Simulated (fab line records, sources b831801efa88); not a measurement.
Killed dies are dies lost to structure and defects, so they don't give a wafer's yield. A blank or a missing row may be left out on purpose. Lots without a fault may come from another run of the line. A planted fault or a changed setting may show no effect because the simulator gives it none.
Chamber matching | flow gf180mcu | GF_MIM_CVD_05 on pecvd-01: 3 sister chambers
The step deposits Si3N4, target thk 42 nm, time 29.086 s. 14 wafers are shown with their chamber, then 7 later ones without.

WAFERS WITH THEIR CHAMBER
wafer  | chamber | heater_power_w (W)
L687.3 | 2       | 726
L687.4 | 0       | 675
L687.5 | 2       | 741
L689.2 | 1       | 529
L689.3 | 2       | 737
L689.6 | 2       | 730
L692.1 | 1       | 580
L692.5 | 1       | 580
L692.6 | 0       | 607
L693.2 | 1       | 613
L693.3 | 0       | 569
L693.5 | 0       | 593
L695.2 | 0       | 617
L695.3 | 2       | 762

SIGNATURES (means of the wafers above)
reading        | chamber 0 | chamber 1 | chamber 2 | scatter within a chamber
heater_power_w | 612.20    | 575.50    | 739.20    | 31.1
Rule: a wafer's distance from a chamber is the root of the sum, over the readings, of the square of ((its reading less the chamber's mean) divided by the reading's scatter). The wafer belongs to the nearest chamber; if the next one is less than 2 further off, it can't be placed. The scatter: the root of (the sum of the squares of (reading less its chamber's mean) over the shown wafers, divided by (wafers less chambers)).

WAFERS WITHOUT THEIR CHAMBER
wafer  | heater_power_w (W)
L695.6 | 753
L696.1 | 642
L696.3 | 780
L696.6 | 636
L700.1 | 674
L700.2 | 595
L700.4 | 781

WHICH CHAMBER EACH WENT THROUGH
wafer  | from the rows above          | in truth
L695.6 | 2                            | 2
L696.1 | can't be placed: 0 or 1      | 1
L696.3 | 2                            | 2
L696.6 | can't be placed: 0 or 1      | 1
L700.1 | can't be placed: 0 or 2 or 1 | 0
L700.2 | can't be placed: 0 or 1      | 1
L700.4 | 2                            | 2
Placed correctly: 3 of 7. Can't be placed from these rows: 4 (the true chamber is among the candidates in 4). Placed wrongly: 0.
